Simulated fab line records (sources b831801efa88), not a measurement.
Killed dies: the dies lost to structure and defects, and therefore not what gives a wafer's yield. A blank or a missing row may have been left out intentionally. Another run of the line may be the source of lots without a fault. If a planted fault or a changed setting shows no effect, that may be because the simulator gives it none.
One fault through the eyes of 2 desks / flow sky130 / each desk holds nothing but its own numbers, with what lay behind them at the end

DESK OF THE TOOL OWNER: rie-diel-03
The tool's own readings at SKY_VIA2_ETCH_14 (etches BARC in N2/H2, stops on SiO2, time 45.9 s, target depth 60 nm): means of the sampled wafers that have a number, for each lot that ran on this tool. A lot is out of limits, marked OUT, if its mean lies more than 4 standard deviations from the usual mean; the brackets give that distance.
Columns: A = drypump-motor-current-A at SKY_VIA2_ETCH_14, usual 5.6 A; B = h2-flow-sccm at SKY_VIA2_ETCH_14, usual 200.0 sccm; C = oes-product-au at SKY_VIA2_ETCH_14, usual 0.855 a.u.; D = run-length-s at SKY_VIA2_ETCH_14, usual 74.4 s; E = throttle-valve-pct at SKY_VIA2_ETCH_14, usual 13.224 %
lot=L506; first seen here=day 37 13:28; A=5.5; B=199.7; C=0.856; D=74.7; E=13.226
lot=L509; first seen here=day 38 12:38; A=5.8; B=200.1; C=0.858; D=74.5; E=13.223
lot=L510; first seen here=day 38 19:02; A=5.5; B=199.4; C=0.857; D=74.8; E=13.233
lot=L512; first seen here=day 39 06:58; A=5.6; B=199.8; C=0.855; D=74.6; E=13.225
lot=L513; first seen here=day 39 12:13; A=5.7; B=200.5; C=0.853; D=74.5; E=13.225
lot=L517; first seen here=day 41 00:17; A=5.9; B=199.6; C=0.757 (-21) OUT; D=85.3 (+30) OUT; E=13.211
lot=L519; first seen here=day 41 08:40; A=5.5; B=200.5; C=0.759 (-21) OUT; D=85.7 (+31) OUT; E=13.216
Finding of this desk: L517, L519 out of limits; the first was L517 at day 41 00:17, on oes-product-au at SKY_VIA2_ETCH_14. L506, L509, L510, L512, L513: within limits.

AT THE METROLOGY DESK
Lot by lot, what the gauges showed, no matter which tool ran the lot: averages of those sampled wafers that carry a number. A lot is out of limits, marked OUT, if its mean lies more than 4 standard deviations from the usual mean; the brackets give that distance.
Columns: A = RES_XHIGH_TW at SKY_RES_XHIGH_TW_MEAS_09, usual 1646
lot=L503; first seen here=day 26 22:03; A=1649
lot=L506; first seen here=day 27 23:19; A=1665
lot=L508; first seen here=day 28 20:25; A=1664
lot=L509; first seen here=day 28 23:43; A=1664
lot=L510; first seen here=day 29 11:57; A=1661
lot=L511; first seen here=day 29 16:20; A=1615
lot=L512; first seen here=day 30 01:12; A=1670
lot=L513; first seen here=day 30 06:19; A=1668
lot=L517; first seen here=day 31 16:19; A=1624
lot=L518; first seen here=day 32 03:07; A=1612
lot=L519; first seen here=day 32 11:01; A=1664
lot=L524; first seen here=day 33 19:42; A=1648
lot=L525; first seen here=day 34 00:29; A=1619
lot=L526; first seen here=day 34 12:05; A=1619
This desk's finding: nothing out of limits on any of the 14 lots.

ALL TOGETHER
An alarm could have come from the tool owner's desk at day 41 00:17, on L517, L519.
From the metrology desk's view, nothing was out of limits.
The metrology desk holds a record of L517, L519, inside its limits.
The lots listed all ran SKY_VIA2_ETCH_14 on rie-diel-03.

WHAT WAS PUT IN BY THE SIMULATOR
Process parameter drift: rie-diel-03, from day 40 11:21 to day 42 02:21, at SKY_VIA2_ETCH_14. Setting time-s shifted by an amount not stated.
Struck lots among those shown: L517, L519.
Time in hours from fault onset to the first out-of-limits reading at each desk: the tool owner's desk, 13.
